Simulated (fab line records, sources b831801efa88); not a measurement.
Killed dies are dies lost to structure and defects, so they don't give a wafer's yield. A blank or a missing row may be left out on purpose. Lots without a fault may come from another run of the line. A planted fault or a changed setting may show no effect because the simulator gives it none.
Which tool did it? | flow sky130 | 12 lots, 36 wafers sampled, at 2 steps of a route of 708

WHAT THE GAUGES READ, wafer by wafer
SKY_POLY_GATE_THK_MEAS_21.
lot  | measured     | on            | POLY_GATE_OXIDATION_THK (nm)
L103 | day 16 15:05 | film_metro-02 | 4.01 3.89 4.00
L104 | day 16 22:25 | film_metro-01 | 3.94 3.92 3.96
L106 | day 17 19:23 | film_metro-02 | 3.96 3.94 3.95
L109 | day 18 15:28 | film_metro-02 | 4.06 4.11 4.03
L112 | day 19 23:00 | film_metro-02 | 3.96 4.03 4.00
L113 | day 20 03:53 | film_metro-01 | 3.94 4.01 3.99
L114 | day 20 11:43 | film_metro-01 | 3.95 3.94 3.96
L119 | day 22 16:54 | film_metro-03 | 4.02 4.14 4.03
L120 | day 22 16:54 | film_metro-02 | 4.06 4.09 4.06
L124 | day 24 00:55 | film_metro-01 | 3.96 4.10 3.99
L125 | day 24 11:49 | film_metro-03 | 3.97 3.88 3.96
L126 | day 25 00:04 | film_metro-02 | 4.09 3.99 4.09

WHICH TOOL RAN EACH LOT (tool, then ch and the chambers of the sampled wafers, then the start)
lot  | SKY_VT_ADJUST_LVTN_STRIP_09
L103 | plasma_asher-04 ch 0,1, day 7 02:21
L104 | plasma_asher-01 ch 0,1, day 7 08:12
L106 | plasma_asher-01 ch 0,1, day 7 23:39
L109 | plasma_asher-02 ch 0,1, day 8 15:48
L112 | plasma_asher-02 ch 0,1, day 9 10:51
L113 | plasma_asher-01 ch 0,1, day 9 14:50
L114 | plasma_asher-02 ch 0,1, day 9 21:15
L119 | plasma_asher-01 ch 0,1, day 11 09:48
L120 | plasma_asher-01 ch 0,1, day 11 10:50
L124 | plasma_asher-02 ch 0,1, day 12 13:26
L125 | plasma_asher-02 ch 0,1, day 13 00:11
L126 | plasma_asher-01 ch 0,1, day 13 08:21
- SKY_VT_ADJUST_LVTN_STRIP_09: strips in O2/N2.

WHAT THE TOOLS THEMSELVES READ (means of the sampled wafers that have a number; where no wafer has one, the mark that the record gives instead)
SKY_VT_ADJUST_LVTN_STRIP_09.
lot  | tool            | chamber_pressure_mTorr (mTorr) | drypump_motor_current_A (A) | oes_product_au (a.u.) | strip_time_to_endpoint_s (s)
L103 | plasma_asher-04 | 1499.1                         | 5.8                         | 0.722                 | 37.04
L104 | plasma_asher-01 | 1499.7                         | 5.7                         | 0.724                 | 37.01
L106 | plasma_asher-01 | 1498.6                         | 5.7                         | 0.718                 | 36.91
L109 | plasma_asher-02 | 1500.4                         | 6.5                         | 0.722                 | 37.00
L112 | plasma_asher-02 | 1499.3                         | 6.1                         | 0.726                 | 37.08
L113 | plasma_asher-01 | 1499.1                         | 5.7                         | 0.719                 | 36.96
L114 | plasma_asher-02 | 1498.4                         | 6.4                         | 0.725                 | 36.85
L119 | plasma_asher-01 | 1499.2                         | 5.7                         | 0.719                 | 37.01
L120 | plasma_asher-01 | 1500.9                         | 5.4                         | 0.724                 | 36.81
L124 | plasma_asher-02 | 1500.6                         | 6.5                         | 0.722                 | 36.74
L125 | plasma_asher-02 | 1499.7                         | 6.1                         | 0.720                 | 36.98
L126 | plasma_asher-01 | 1500.6                         | 5.4                         | 0.723                 | 37.04

THE ANSWER, worked out from the rows above alone
Rule: what is usual is taken from the lots themselves. Put in order of their means at a reading, lots are off if they are a third of the lots or fewer, leave a main group of 4 or more, and stand apart from it by a gap of 3 or more times the standard deviation of the main group's means; of several such gaps the widest counts. A main group whose means are all the same, to the digits that the tables above print for the reading, isn't used. A lot without any number at a reading at which 4 lots or more have one is off too. The other lots that the step has rows for count as sound. The gauges are gone through in route order, then the tools' own readings, and for those a lot's mean is taken as printed above. The first step at which some lot is off is used, and at that step the reading that is off furthest; a lot without a number counts as furthest.
No lot is off at any reading shown: from this, nothing can be told.

WHAT THE SIMULATOR HAD PUT IN
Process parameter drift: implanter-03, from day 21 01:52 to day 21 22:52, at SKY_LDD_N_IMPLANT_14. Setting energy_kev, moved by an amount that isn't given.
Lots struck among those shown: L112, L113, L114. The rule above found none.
